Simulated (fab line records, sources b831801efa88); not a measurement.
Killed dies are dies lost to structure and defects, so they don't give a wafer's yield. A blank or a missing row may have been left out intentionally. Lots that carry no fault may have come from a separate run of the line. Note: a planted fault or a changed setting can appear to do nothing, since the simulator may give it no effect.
A lot that was struck, set against a sound lot / flow sky130 / 15 steps out of a route of 708
Sound: the wafers L925.1, L925.2, L925.3. The struck wafers were L941.2, L941.3, L941.5. The cause is given at the end.
Per side, at each step with rows, come the tool, then ch with its chambers, and then its first start. Under that, the readings that differ: sound wafers / struck wafers / difference of the means / sigmas: that difference in standard deviations of wafers without a fault.
alike: same words and numbers on both sides, and readings whose means sit less than 2 such deviations apart. not compared: any withheld reading, any reading some wafer has no value for, any bound like >300 that may hide the same value, and any number with overlapping values for which the record gives no deviation.
The two part at a step that has a row with sigmas, a row that says differs or no value, or rows on one side only. Numbers that don't overlap but have no deviation are shown without sigmas and don't part them. Lack of a reading on every wafer of one side parts them only where that side has two or more wafers.

first, 8 steps without rows for these wafers: SKY_METAL1_DEHYDRATE_07 (time 60 s); SKY_METAL1_HMDS_08 (prime time 60 s); SKY_METAL1_COAT_09 (resist thk 60 nm); SKY_METAL1_COAT_10 (resist thk 450 nm); SKY_METAL1_SOFTBAKE_11 (time 90 s); SKY_METAL1_EXPOSE_12 (exposes mask MM1, target cd 140 nm); SKY_METAL1_PEB_13; SKY_METAL1_DEVELOP_14 (develop time 60 s).
SKY_METAL1_CD_MEAS_15: the cd target is 140 nm.
  sound: cd sem-02 at day 33 19:30; struck: cd sem-02 at day 38 18:55
  alike: cd nm
SKY_METAL1_OVL_MEAS_16:
  sound: overlay-01 at day 33 19:37; struck: overlay-02 at day 38 19:02
  alike: METAL1_OVL
SKY_METAL1_DESCUM_17: chemistry O2, time 8 s.
  sound on rie metal-03 ch 0,1, day 33 19:40; struck on rie metal-04 ch 0, day 38 19:04
  alike: drypump motor current A, oes product au, temp c
  not compared: rf hours counter h
SKY_METAL1_ETCH_18: etches BARC in N2/H2, stops on SiO2, time 45.9 s, target depth 60 nm.
  sound on rie metal-03 ch 0,1, day 33 19:41; struck on rie metal-04 ch 0, day 38 19:09
  alike: drypump motor current A, n2 flow sccm, oes product au, throttle valve pct
  not compared: rf hours counter h
SKY_METAL1_METAL_ETCH_19: etches the open film in Cl2/BCl3, stops on SiO2, target depth 360 nm, time 78 s.
  sound on rie metal-03 ch 0,1, day 33 19:45; struck on rie metal-04 ch 0, day 38 19:17
reading=over etch frac; sound=0.3 0.3 0.3; struck=0.34193 0.34193 0.34193; difference=+0.04193; sigmas=
  alike: drypump motor current A, oes product au, throttle valve pct
  not compared: rf hours counter h, model.KrF-thick_of_METAL1_COAT_10.thk nm
SKY_METAL1_STRIP_20: strips in O2/N2.
  sound on plasma asher-03 ch 0,1, day 33 19:50; struck on plasma asher-03 ch 0,1, day 38 19:26
  alike: drypump motor current A, n2 flow sccm, oes product au, strip time to endpoint s
  not compared: rf hours counter h
-- the record jumps here: 11 days lie between the struck wafers' starts before and after (it left off in module METAL1 and takes up again in module PAD_OPEN, whose first step shown is number 708 of the route) --
SKY_PAD_OPEN_PROBE_99:
  sound: prober-02 at day 46 14:48; struck: prober-01 at day 50 04:08
  alike: defect limited yield, killed_at_M0_to_M3, killed_at_M4_up, killed at contacts, killed at front end, killed at other, killed dies, killed open, killed short, sort_bin_3_pad_short, sort_bin_5_function, sort_bin_6_memory, sort n pass, sort yield pct

## WHERE THEY PART
Nowhere in this record.

WHY: what the simulator had put in
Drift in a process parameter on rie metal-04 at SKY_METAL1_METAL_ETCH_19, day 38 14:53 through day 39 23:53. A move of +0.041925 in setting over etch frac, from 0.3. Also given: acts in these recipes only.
